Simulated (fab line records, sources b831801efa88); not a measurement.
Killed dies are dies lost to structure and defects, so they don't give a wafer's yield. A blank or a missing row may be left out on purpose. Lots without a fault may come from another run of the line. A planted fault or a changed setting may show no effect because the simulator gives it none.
One fault seen from 2 desks | flow sky130 | each desk has only its own numbers; what lay behind them comes last

THE TOOL OWNER'S DESK: pvd_sputter-02
The tool's own readings at SKY_METAL2_SPUTTER_02 (material AlCu, target thk 250 nm, time 13.3 s): means of the sampled wafers that have a number, for each lot that ran on this tool. A lot is out of limits, marked OUT, if its mean lies more than 4 standard deviations from the usual mean; the brackets give that distance.
Columns: A = throttle_valve_pct at SKY_METAL2_SPUTTER_02, usual 30.0 %
lot  | first seen here | A
L708 | day 34 05:59    | 30.2
L709 | day 34 15:26    | 30.3
L713 | day 35 19:22    | 29.6
L717 | day 37 03:52    | 30.3
L728 | day 40 09:24    | 30.7
This desk's finding: nothing out of limits on any of the 5 lots.

THE METROLOGY DESK
What the gauges read, lot by lot, whatever tool the lot ran on: means of the sampled wafers that have a number. A lot is out of limits, marked OUT, if its mean lies more than 4 standard deviations from the usual mean; the brackets give that distance.
Columns: A = METAL2_ALCU_RS at SKY_METAL2_RS_MEAS_05, usual 0.1257 ohm/sq; B = METAL2_ALCU_THK at SKY_METAL2_THK_MEAS_06, usual 256 nm; C = cd_nm at SKY_METAL2_CD_MEAS_15, usual 139.9 nm
lot  | first seen here | A      | B   | C
L708 | day 34 06:07    | 0.1256 | 255 | 140.4
L709 | day 34 15:31    | 0.1267 | 254 | 140.8
L710 | day 34 21:26    | 0.1259 | 254 | 140.1
L712 | day 35 17:25    | 0.1263 | 256 | 139.7
L713 | day 35 19:28    | 0.1247 | 259 | 137.6
L714 | day 36 03:26    | 0.1275 | 253 | 139.2
L715 | day 36 11:09    | 0.1266 | 253 | 140.7
L716 | day 36 20:34    | 0.1249 | 258 | 142.3
L717 | day 37 03:59    | 0.1248 | 259 | 137.0
L718 | day 37 12:29    | 0.1255 | 257 | 139.2
L719 | day 38 00:13    | 0.1264 | 253 | 140.9
L722 | day 38 23:08    | 0.1284 | 251 | 141.5
L728 | day 40 09:32    | 0.1313 | 246 | 140.2
This desk's finding: nothing out of limits on any of the 13 lots.

PUT TOGETHER
The tool owner's desk saw nothing out of limits.
The metrology desk saw nothing out of limits.

WHAT THE SIMULATOR HAD PUT IN
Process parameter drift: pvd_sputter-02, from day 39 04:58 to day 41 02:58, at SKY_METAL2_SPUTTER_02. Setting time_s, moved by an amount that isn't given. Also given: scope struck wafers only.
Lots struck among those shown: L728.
